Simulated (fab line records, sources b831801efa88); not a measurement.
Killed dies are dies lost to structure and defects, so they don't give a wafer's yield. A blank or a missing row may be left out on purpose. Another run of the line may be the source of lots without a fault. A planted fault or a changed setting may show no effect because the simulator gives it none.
Check of tool commonality | flow gf180mcu | 11 lots and 33 wafers in the sample

== THE REASON FOR OPENING IT ==
2 of 11 lots carry a flag on the reading V5_W_RS at GF_V5_RS_MEAS_24. Wafers without a fault read 0.325 ohm/sq, standard deviation 0.0032.
Rule: a lot is flagged when every wafer of it that has a number lies more than 4 standard deviations from that mean, or none has a number. The other lots count as sound.

lot  | measured     | on            | V5_W_RS (ohm/sq), wafer by wafer | flag
L539 | day 27 20:22 | film_metro-02 | 0.324 0.326 0.325                |
L541 | day 28 07:28 | film_metro-01 | 0.326 0.325 0.325                |
L542 | day 28 21:28 | film_metro-04 | 0.339 0.344 0.344                | FLAGGED
L543 | day 29 05:09 | film_metro-01 | 0.322 0.335 0.329                |
L544 | day 29 12:38 | film_metro-01 | 0.345 0.338 0.342                | FLAGGED
L552 | day 31 14:21 | film_metro-02 | 0.324 0.332 0.325                |
L554 | day 32 09:58 | film_metro-04 | 0.325 0.328 0.325                |
L555 | day 32 21:55 | film_metro-04 | 0.321 0.328 0.327                |
L557 | day 32 23:25 | film_metro-04 | 0.327 0.323 0.323                |
L558 | day 33 05:59 | film_metro-02 | 0.329 0.327 0.329                |
L560 | day 33 17:38 | film_metro-01 | 0.322 0.326 0.322                |
The numbers of the flagged lots are 0.342 ohm/sq on average: +0.017 ohm/sq against the usual, or +5 standard deviations.

== WHICH TOOL EACH LOT WENT THROUGH ==
The record holds 2 process steps before the reading, out of a route of 602 steps. Read each cell as the tool, then ch plus the chambers that the sampled wafers visited, then the start.
lot  | flag    | GF_V4_STRIP_18                       | GF_V5_CVD_23
L539 |         | plasma_asher-03 ch 0,1, day 24 23:11 | cvd_w-02 ch 1, day 27 20:14
L541 |         | plasma_asher-02 ch 0,1, day 25 13:11 | cvd_w-02 ch 0,1, day 28 07:21
L542 | FLAGGED | plasma_asher-01 ch 0,1, day 26 05:01 | cvd_w-02 ch 0,1, day 28 21:20
L543 |         | plasma_asher-02 ch 0,1, day 26 14:23 | cvd_w-01 ch 0,1, day 29 05:02
L544 | FLAGGED | plasma_asher-03 ch 0,1, day 26 18:23 | cvd_w-02 ch 0,1, day 29 12:30
L552 |         | plasma_asher-02 ch 0,1, day 29 02:49 | cvd_w-01 ch 0,1, day 31 14:14
L554 |         | plasma_asher-02 ch 0,1, day 30 01:38 | cvd_w-02 ch 0,1, day 32 09:51
L555 |         | plasma_asher-02 ch 0,1, day 30 14:28 | cvd_w-01 ch 0,1, day 32 21:47
L557 |         | plasma_asher-02 ch 0,1, day 30 15:26 | cvd_w-02 ch 0, day 32 23:18
L558 |         | plasma_asher-01 ch 0,1, day 30 22:41 | cvd_w-02 ch 0,1, day 33 05:52
L560 |         | plasma_asher-02 ch 0,1, day 31 12:19 | cvd_w-01 ch 0,1, day 33 17:32
What the steps here do:
- GF_V4_STRIP_18: strips in O2/N2.
- GF_V5_CVD_23: deposits W, target thk 350 nm, time 104.9 s.
- GF_V5_RS_MEAS_24: measures by four-point-probe.

== FLAGGED OVER TOTAL, TOOL BY TOOL (the gauges that took the reading come last) ==
step             | tool            | lots run | flagged | share of the flagged lots | sound lots run after its first flagged lot
GF_V4_STRIP_18   | plasma_asher-01 | 2        | 1       | some                      | 1 (L558)
GF_V4_STRIP_18   | plasma_asher-02 | 7        | 0       | none                      | -
GF_V4_STRIP_18   | plasma_asher-03 | 2        | 1       | some                      | 0
GF_V5_CVD_23     | cvd_w-01        | 4        | 0       | none                      | -
GF_V5_CVD_23     | cvd_w-02        | 7        | 2       | all                       | 3 (L554,L557,L558)
GF_V5_RS_MEAS_24 | film_metro-01   | 4        | 1       | some                      | 1 (L560)
GF_V5_RS_MEAS_24 | film_metro-02   | 3        | 0       | none                      | -
GF_V5_RS_MEAS_24 | film_metro-04   | 4        | 1       | some                      | 3 (L554,L555,L557)

== WHAT THE TABLE ALLOWS ==
In the table, 1 row covers all flagged lots: cvd_w-02 at GF_V5_CVD_23.
- cvd_w-02 at GF_V5_CVD_23 ran 7 lots, 2 of them flagged. Sound lots followed the first flagged one (L554, L557, L558) on it, something a lasting fault affecting the whole tool could not allow. Its own readings lie more than 4 standard deviations out on every wafer of the flagged lots: chamber_pressure_Torr.
Every row of the table either missed a flagged lot or ran a sound lot after the first.

== WHAT WAS PUT IN BY THE SIMULATOR ==
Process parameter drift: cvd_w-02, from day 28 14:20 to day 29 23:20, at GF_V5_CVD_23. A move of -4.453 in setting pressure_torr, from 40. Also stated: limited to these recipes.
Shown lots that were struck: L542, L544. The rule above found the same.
